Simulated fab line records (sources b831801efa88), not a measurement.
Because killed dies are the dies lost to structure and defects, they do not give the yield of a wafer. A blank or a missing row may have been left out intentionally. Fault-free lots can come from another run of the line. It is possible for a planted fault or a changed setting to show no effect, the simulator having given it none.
fab line records | flow sky130
[record] lots = 15 wafers = 43 last_day = 50
route steps=708 shown PWDE@51 VT_ADJUST_HVTP@96 VT_ADJUST_LVTN@107 VT_ADJUST_HVTR@138
lots with no fault: from the same line, run without faults
start_h: hours from the record's opening day to when the first of the lot's shown wafers began | wait_h: time in hours since the lot's previous step | " same as the row above | L1.1+2: one row covering several wafers at once | - no value, or no start was given | * or withheld: withheld | < > ~ a bound
route shown NAME@n: names a module that has steps shown in the file, with the first one's number in the route | usual: mean/standard deviation of fault-free wafers | same: alike in all rows | chamber/n: place in a boat | sites: the reading at each site | _std_site: their standard deviation | _edge_site: mean of outer sites minus mean of inner sites | radius_mm: for every site, how far away it sits from the centre of the wafer | mask NAME#n: copy n | behind: the last tool/chamber to shape the wafer | hold: what put the lot on hold/how long, in hours/how the hold closed | device: names the non-switching transistor (n, p or np) | end of line: the tests these same wafers got at the end of their route | where a step has no rows: the recipe by itself | killed: not the wafer's yield, but the dies lost to structure and defects at the first sort | map: shows each die of a wafer: x if killed, . if not, _ if none is there
set.NAME: the setting that was run; set.NAME@STEP: the one run at that earlier step | model.NAME: the simulator's own value behind a step, which no gauge read
steps of the route over a sample of lots; a table a step, a row a wafer
[[steps]]
[step SKY_PWDE_DEVELOP_06]
[recipe] wall_angle_deg = 90 developer = TMAH develop_time_s = 60 dev_temp_c = 23
[usual] chill_plate_temp_C = 22.99/0.1 develop_time_s = 60/0
// columns lot.wafer tool chamber start_h wait_h chill_plate_temp_C develop_time_s
L967.1 litho_track-04 0 84 - 23.13 60
L967.2 " 0 " " 22.97 60
L967.6 " 0 " " 22.96 60
L968.3 litho_track-04 0 90 - 23.06 60
L968.4 " 0 " " 22.89 60
L968.5 " 0 " " 22.97 60
L969.3 litho_track-03 0 94 - 22.91 60
L969.5 " 0 " " 22.99 60
L969.6 " 0 " " 23.09 60
L974.1 litho_track-04 0 115 - 22.97 60
L974.2 " 0 " " 23.04 60
L974.3 " 0 " " 23.10 60
L973.1 litho_track-01 0 116 - 23.07 60
L973.5 " 0 " " 23.17 60
L975.1 litho_track-01 - 123 - - -
L975.3 " - " " - -
L975.6 " - " " - -
L976.2 litho_track-03 - 129 - - -
L976.5 " - " " - -
L976.6 " - " " - -
L977.4 litho_track-04 - 139 - - -
L977.5 " - " " - -
L977.6 " - " " - -
L981.1 litho_track-04 0 157 - 22.88 60
L981.4 " 0 " " 23.05 60
L981.6 " 0 " " 22.96 60
L982.3 litho_track-03 0 163 - 22.89 60
L982.5 " 0 " " 23.04 60
L982.6 " 0 " " 23.10 60
L983.1 litho_track-03 0 174 - 22.89 60
L983.3 " 0 175 - 22.98 60
L983.5 " 0 " " 22.95 60
L984.2 litho_track-03 0 182 - 22.92 60
L984.3 " 0 " " 22.95 60
L984.5 " 0 " " 22.90 60
L985.2 litho_track-01 0 184 - 22.96 60
L985.4 " 0 " " 23.05 60
L985.6 " 0 " " 23.06 60
L986.1 litho_track-04 0 187 - 23.06 60
L986.2 " 0 " " 23.07 60
L986.4 " 0 " " 22.98 60
L988.3 litho_track-03 0 197 - 22.86 60
L988.5 " 0 " " 23.03 60
[step SKY_VT_ADJUST_HVTP_TW_MEAS_11]
[usual] VT_ADJUST_HVTP_TW = 1350/13
// columns lot.wafer tool chamber start_h wait_h VT_ADJUST_HVTP_TW
L967.1 film_metro-02 - 141.05 0.1 1366
L967.2 " - " " 1374
L967.6 " - " " 1373
L968.3 film_metro-01 - 147.61 0.1 1344
L968.4 " - " " 1332
L968.5 " - " " 1339
L969.3 film_metro-01 - 151.41 0.1 1345
L969.5 " - " " 1354
L969.6 " - " " 1340
L974.1 film_metro-03 - 176.09 0.1 1352
L974.2 " - " " 1355
L974.3 " - " " 1343
L973.1 film_metro-01 - 177.80 0.1 1336
L973.5 " - " " 1335
L975.1 film_metro-01 - 185.54 0.1 1336
L975.3 " - " " 1341
L975.6 " - " " 1342
L976.2 film_metro-02 - 192.00 0.1 1376
L976.5 " - " " 1371
L976.6 " - " " 1377
L977.4 film_metro-01 - 203.67 0.1 1338
L977.5 " - " " 1352
L977.6 " - " " 1343
L981.1 film_metro-03 - 225.44 0.1 1351
L981.4 " - " " 1354
L981.6 " - " " 1357
L982.3 film_metro-01 - 232.27 0.1 1343
L982.5 " - " " 1356
L982.6 " - " " 1336
L983.1 film_metro-01 - 246.20 0.1 1335
L983.3 " - " " 1333
L983.5 " - " " 1334
L984.2 film_metro-01 - 254.25 0.1 1336
L984.3 " - " " 1344
L984.5 " - " " 1339
L985.2 film_metro-03 - 255.45 0.1 1350
L985.4 " - " " 1361
L985.6 " - " " 1357
L986.1 film_metro-03 - 260.19 0.1 1350
L986.2 " - " " 1361
L986.4 " - " " 1356
L988.3 film_metro-02 - 272.06 0.1 1371
L988.5 " - " " 1377
[step SKY_VT_ADJUST_LVTN_TW_MEAS_10]
[usual] VT_ADJUST_LVTN_TW = 241.3/2.6
// columns lot.wafer tool chamber start_h wait_h VT_ADJUST_LVTN_TW
L967.1 film_metro-03 - 161.43 0.1 241.3
L967.2 " - " " 239.8
L967.6 " - " " 242.6
L968.3 film_metro-01 - 168.24 0.1 238.5
L968.4 " - " " 237.9
L968.5 " - " " 238.7
L969.3 film_metro-01 - 171.94 0.1 237.9
L969.5 " - " " 239.0
L969.6 " - " " 239.9
L974.1 film_metro-01 - 198.72 0.1 238.9
L974.2 " - " " 237.6
L974.3 " - " " 239.0
L973.1 film_metro-03 - 199.77 0.1 240.9
L973.5 " - " " 240.9
L975.1 film_metro-01 - 207.70 0.1 239.2
L975.3 " - " " 238.6
L975.6 " - " " 240.7
L976.2 film_metro-03 - 215.16 0.1 241.3
L976.5 " - " " 240.9
L976.6 " - " " 239.4
L977.4 film_metro-03 - 226.51 0.1 241.2
L977.5 " - " " 241.7
L977.6 " - " " 239.5
L981.1 film_metro-03 - 249.05 0.1 240.9
L981.4 " - " " 242.5
L981.6 " - " " 242.6
L982.3 film_metro-03 - 256.67 0.1 241.2
L982.5 " - " " 241.1
L982.6 " - " " 240.5
L983.1 film_metro-03 - 271.73 0.1 241.6
L983.3 " - " " 239.8
L983.5 " - " " 240.8
L984.2 film_metro-03 - 280.01 0.1 240.5
L984.3 " - " " 241.2
L984.5 " - " " 240.3
L985.2 film_metro-01 - 281.93 0.1 238.5
L985.4 " - " " 239.3
L985.6 " - " " 237.8
L986.1 film_metro-01 - 286.22 0.1 239.8
L986.2 " - " " 237.9
L986.4 " - " " 238.6
L988.3 film_metro-04 - 299.14 0.1 245.4
L988.5 " - " " 245.5
[step SKY_VT_ADJUST_HVTR_CD_MEAS_07]
[recipe] target_cd_nm = 380
[usual] cd_nm = 380.8/2.2
// columns lot.wafer tool chamber start_h wait_h cd_nm
L967.1 cd_sem-02 - 227.75 0.1 379.1
L967.2 " - " " 380.0
L967.6 " - " " 379.8
L968.3 cd_sem-01 - 235.75 0.1 382.9
L968.4 " - " " 379.7
L968.5 " - " " 382.2
L969.3 cd_sem-01 - 240.30 0.1 381.7
L969.5 " - " " 381.9
L969.6 " - " " 381.7
L974.1 cd_sem-02 - 272.40 0.1 379.9
L974.2 " - " " 377.7
L974.3 " - " " 379.2
L973.1 cd_sem-01 - 272.88 0.1 377.7
L973.5 " - " " 379.3
L975.1 cd_sem-01 - 281.26 0.1 377.9
L975.3 " - " " 378.5
L975.6 " - " " 379.0
L976.2 cd_sem-01 - 289.33 0.1 380.4
L976.5 " - " " 379.5
L976.6 " - " " 380.9
L977.4 cd_sem-01 - 303.81 0.1 380.5
L977.5 " - " " 380.1
L977.6 " - " " 380.7
L981.1 cd_sem-01 - 328.08 0.1 379.3
L981.4 " - " " 382.8
L981.6 " - " " 382.2
L982.3 cd_sem-01 - 335.50 0.1 381.6
L982.5 " - " " 380.5
L982.6 " - " " 380.7
L983.1 cd_sem-01 - 350.56 0.1 375.2
L983.3 " - " " 377.6
L983.5 " - " " 373.5
L984.2 cd_sem-02 - 361.88 0.1 381.9
L984.3 " - " " 380.8
L984.5 " - " " 381.5
L985.2 cd_sem-01 - 363.13 0.1 383.6
L985.4 " - " " 384.8
L985.6 " - " " 384.9
L986.1 cd_sem-01 - 366.58 0.1 383.4
L986.2 " - " " 382.1
L986.4 " - " " 381.9
L988.3 cd_sem-02 - 379.75 0.1 381.1
L988.5 " - " " 381.6
[[key]]
[first_sign] step = SKY_PWDE_DEVELOP_06 reading = tool_record direction = missing
effect none on later readings
met_at SKY_PWDE_DEVELOP_06
struck_lots L975,L976,L977
sort_left_out L975.1,L975.3,L975.6,L976.2,L976.5,L976.6,L977.4,L977.5,L977.6
tester_left_out L975,L976,L977
not_acting_at SKY_VT_ADJUST_HVTP_TW_MEAS_11,SKY_VT_ADJUST_LVTN_TW_MEAS_10,SKY_VT_ADJUST_HVTR_CD_MEAS_07
onset_between 116 123
[fault] kind = skipped_step_whole tool = litho_track-01,litho_track-03,litho_track-04 chamber = - onset_h = 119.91 steps = SKY_PWDE_DEVELOP_06 scope = struck_lots_only
// tester_left_out: of these lots the tester's yield and bins aren't shown, on N5 and GAA mostly nor the transistor test; their killed dies are dies lost to structure and defects alone, not to doping, threshold or leakage, so they don't give the yield
// sort_left_out: the simulated sort isn't trusted on such a fault, so these wafers' sort isn't shown, and their yield isn't known
